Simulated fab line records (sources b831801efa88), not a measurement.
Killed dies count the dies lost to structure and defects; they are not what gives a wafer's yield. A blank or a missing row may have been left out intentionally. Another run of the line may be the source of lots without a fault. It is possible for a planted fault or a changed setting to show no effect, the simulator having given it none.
What tool caused it? || flow sky130 || 6 lots, 18 wafers sampled, at 2 steps of a route of 708

## WHAT THE GAUGES READ, wafer by wafer
SKY_GATE_OXIDE_THK_MEAS_02.
{"lot": "L289", "measured": "day 13 06:58", "on": "filmMetro-02", "GATE_OXIDE_OXIDATION_00_THK (nm)": "10.21 10.02 10.28"}
{"lot": "L294", "measured": "day 15 02:35", "on": "filmMetro-04", "GATE_OXIDE_OXIDATION_00_THK (nm)": "10.10 10.32 10.32"}
{"lot": "L296", "measured": "day 16 04:23", "on": "filmMetro-02", "GATE_OXIDE_OXIDATION_00_THK (nm)": "10.12 10.16 10.11"}
{"lot": "L301", "measured": "day 18 18:10", "on": "filmMetro-03", "GATE_OXIDE_OXIDATION_00_THK (nm)": "12.37 12.52 12.42"}
{"lot": "L302", "measured": "day 18 20:23", "on": "filmMetro-04", "GATE_OXIDE_OXIDATION_00_THK (nm)": "10.34 10.28 10.29"}
{"lot": "L305", "measured": "day 19 05:01", "on": "filmMetro-04", "GATE_OXIDE_OXIDATION_00_THK (nm)": "12.28 12.68 12.57"}

## TOOL THAT RAN EACH LOT (tool first, then ch and the chambers of the sampled wafers, then the start)
{"lot": "L289", "SKY_GATE_OXIDE_OXIDATION_01": "furnace-01 ch 0, day 13 05:34"}
{"lot": "L294", "SKY_GATE_OXIDE_OXIDATION_01": "furnace-02 ch 0, day 15 01:09"}
{"lot": "L296", "SKY_GATE_OXIDE_OXIDATION_01": "furnace-02 ch 0, day 16 02:58"}
{"lot": "L301", "SKY_GATE_OXIDE_OXIDATION_01": "furnace-02 ch 0, day 18 16:44"}
{"lot": "L302", "SKY_GATE_OXIDE_OXIDATION_01": "furnace-01 ch 0, day 18 18:57"}
{"lot": "L305", "SKY_GATE_OXIDE_OXIDATION_01": "furnace-02 ch 0, day 19 03:37"}
- SKY_GATE_OXIDE_OXIDATION_01: stabilise 600 s, purge 300 s, target thk 10.268 nm.

## THE ANSWER, worked out from the rows above alone
Rule: usual is defined by the lots themselves. Put in order of their means at a reading, lots are off if they are a third of the lots or fewer, leave a main group of 4 or more, and stand apart from it by a gap of 3 or more times the standard deviation of the main group's means; of several such gaps the widest counts. Not used: any main group whose means are identical at the precision the tables above print for the reading. A lot without any number at a reading at which 4 lots or more have one is off too. The other lots that the step has rows for count as sound.
Off: L301, L305, at SKY_GATE_OXIDE_THK_MEAS_02 (GATE_OXIDE_OXIDATION_00_THK). Mean 10.21 nm and standard deviation 0.067 in the main group.
A tool fits if, at a process step before that reading, it ran every lot that is off, and no sound lot after the first of them. The gauges at SKY_GATE_OXIDE_THK_MEAS_02 are tried like those tools. One candidate fits, namely furnace-02 at SKY_GATE_OXIDE_OXIDATION_01. A fault onset in the window from L296 (day 16 02:58, its last sound lot) to L301 (day 18 16:44, its first lot off) fits.

## WHAT WAS PUT IN BY THE SIMULATOR
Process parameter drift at SKY_GATE_OXIDE_OXIDATION_01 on furnace-02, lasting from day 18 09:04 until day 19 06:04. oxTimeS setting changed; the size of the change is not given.
Struck lots among those shown: L301, L305. The same result came from the rule above.
